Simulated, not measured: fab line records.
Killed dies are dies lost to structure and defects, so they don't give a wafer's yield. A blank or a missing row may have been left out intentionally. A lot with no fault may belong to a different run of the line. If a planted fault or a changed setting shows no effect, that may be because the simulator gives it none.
A struck lot beside a sound one -- flow gf180mcu -- 32 steps out of a route of 602
Sound: these wafers, L699.2, L699.5, L699.6. Wafers L707.2, L707.5, L707.6 were the ones struck. The cause comes at the end.
Order at every step that has rows: each side's tool, ch and its chambers, its first start. Under that, the readings that differ: sound wafers -- struck wafers -- difference of the means -- sigmas: that difference in standard deviations of wafers without a fault.
alike: words and numbers the same on both sides, and readings whose means are apart by under 2 such deviations; not compared: readings that were withheld, readings missing a value for some wafer, numbers with overlapping values and no deviation given by the record, and bounds like >300 which may hide the same value.
Wherever a step has rows on one side only, a row that says differs or no value, or a row with sigmas, the two part there. When numbers do not overlap yet have no deviation, they are printed without sigmas and do not part them. A reading missing from all wafers of one side parts the sides only when that side holds two or more wafers.

first, 3 steps without rows for these wafers: GF_MVSD_EXPOSE_04 (exposes mask MVSD, target cd 1000 nm); GF_MVSD_PEB_05; GF_MVSD_DEVELOP_06 (develop time 60 s).
GF_MVSD_OVL_MEAS_07:
  sound on overlay-02, day 6 10:51; struck on overlay-01, day 8 08:20
  alike: MVSD_OVL
then, 2 steps without rows for these wafers: GF_MVSD_IMPLANT_08; GF_MVSD_IMPLANT_09.
GF_MVSD_STRIP_10: strips in O2/N2.
  sound on plasmaAsher-03 ch 0,1, day 6 11:11; struck on plasmaAsher-04 ch 0,1, day 8 08:40
  alike: drypumpMotorCurrentA, heaterPowerW, oesProductAu, stripTimeToEndpointS
  not compared: rfHoursCounterH
GF_MVSD_TW_MEAS_11:
  sound on filmMetro-04, day 6 11:17; struck on filmMetro-03, day 8 08:47
  alike: MVSD_TW
then, 4 steps without rows for these wafers: GF_MVPSD_DEHYDRATE_00 (time 60 s); GF_MVPSD_HMDS_01 (prime time 60 s); GF_MVPSD_COAT_02 (resist thk 3000 nm); GF_MVPSD_SOFTBAKE_03.
GF_MVPSD_EXPOSE_04: exposes mask MVPSD, target cd 1000 nm.
  sound on ilineStepper-02 ch 0, day 6 19:05; struck on ilineStepper-01 ch 0, day 8 16:32
reading,sound,struck,difference,sigmas
mask,MVPSD#0 MVPSD#0 MVPSD#0,LVPWELL_LV_AREA#0 LVPWELL_LV_AREA#0 LVPWELL_LV_AREA#0,differs,
then, 2 steps without rows for these wafers: GF_MVPSD_PEB_05; GF_MVPSD_DEVELOP_06 (develop time 60 s).
GF_MVPSD_OVL_MEAS_07:
  sound on overlay-02, day 7 02:20; struck on overlay-02, day 9 01:10
reading,sound,struck,difference,sigmas
MVPSD_OVL (nm),2.1 -0.2 -0.6,- - -,no value on the struck wafers,
then, 2 steps without rows for these wafers: GF_MVPSD_IMPLANT_08; GF_MVPSD_IMPLANT_09.
GF_MVPSD_STRIP_10: strips in O2/N2.
  sound on plasmaAsher-01 ch 0,1, day 7 02:40; struck on plasmaAsher-01 ch 0,1, day 9 01:29
  alike: drypumpMotorCurrentA, heaterPowerW, oesProductAu, stripTimeToEndpointS
  not compared: rfHoursCounterH
GF_MVPSD_TW_MEAS_11:
  sound on filmMetro-03, day 7 02:47; struck on filmMetro-01, day 9 01:36
reading,sound,struck,difference,sigmas
MVPSD_TW,549 545 546,30 30 30,-517,-99 or more
then, 7 steps without rows for these wafers: GF_VT_IMPLANT_DEHYDRATE_00 (time 60 s); GF_VT_IMPLANT_HMDS_01 (prime time 60 s); GF_VT_IMPLANT_COAT_02 (resist thk 1000 nm); GF_VT_IMPLANT_SOFTBAKE_03 (time 60 s); GF_VT_IMPLANT_EXPOSE_04 (exposes mask LVPWELL LV AREA, target cd 600 nm); GF_VT_IMPLANT_PEB_05; GF_VT_IMPLANT_DEVELOP_06 (develop time 60 s).
GF_VT_IMPLANT_OVL_MEAS_07:
  sound on overlay-02, day 7 18:54; struck on overlay-01, day 9 18:46
reading,sound,struck,difference,sigmas
VT_IMPLANT_OVL (nm),3.7 3.3 1.8,-0.9 -0.5 -0.6,-3.6,-2
then, 1 step without rows for these wafers: GF_VT_IMPLANT_IMPLANT_08.
GF_VT_IMPLANT_STRIP_09: strips in O2/N2.
  sound on plasmaAsher-02 ch 0,1, day 7 19:05; struck on plasmaAsher-03 ch 0,1, day 9 18:56
reading,sound,struck,difference,sigmas
stripTimeToEndpointS (s),12.67 12.65 12.67,12.56 12.60 12.59,-0.08,-3
  alike: drypumpMotorCurrentA, heaterPowerW, oesProductAu
  not compared: rfHoursCounterH
GF_VT_IMPLANT_TW_MEAS_10:
  sound on filmMetro-01, day 7 19:11; struck on filmMetro-02, day 9 19:03
reading,sound,struck,difference,sigmas
VT_IMPLANT_TW,567 565 569,685 685 685,+118,+32
then, 1 step without rows for these wafers: GF_VT_IMPLANT_DEHYDRATE_11 (time 60 s).

WHERE THEY PART
First at GF_MVPSD_EXPOSE_04; last, within this record, at GF_VT_IMPLANT_TW_MEAS_10.

WHY: what had been put in by the simulator
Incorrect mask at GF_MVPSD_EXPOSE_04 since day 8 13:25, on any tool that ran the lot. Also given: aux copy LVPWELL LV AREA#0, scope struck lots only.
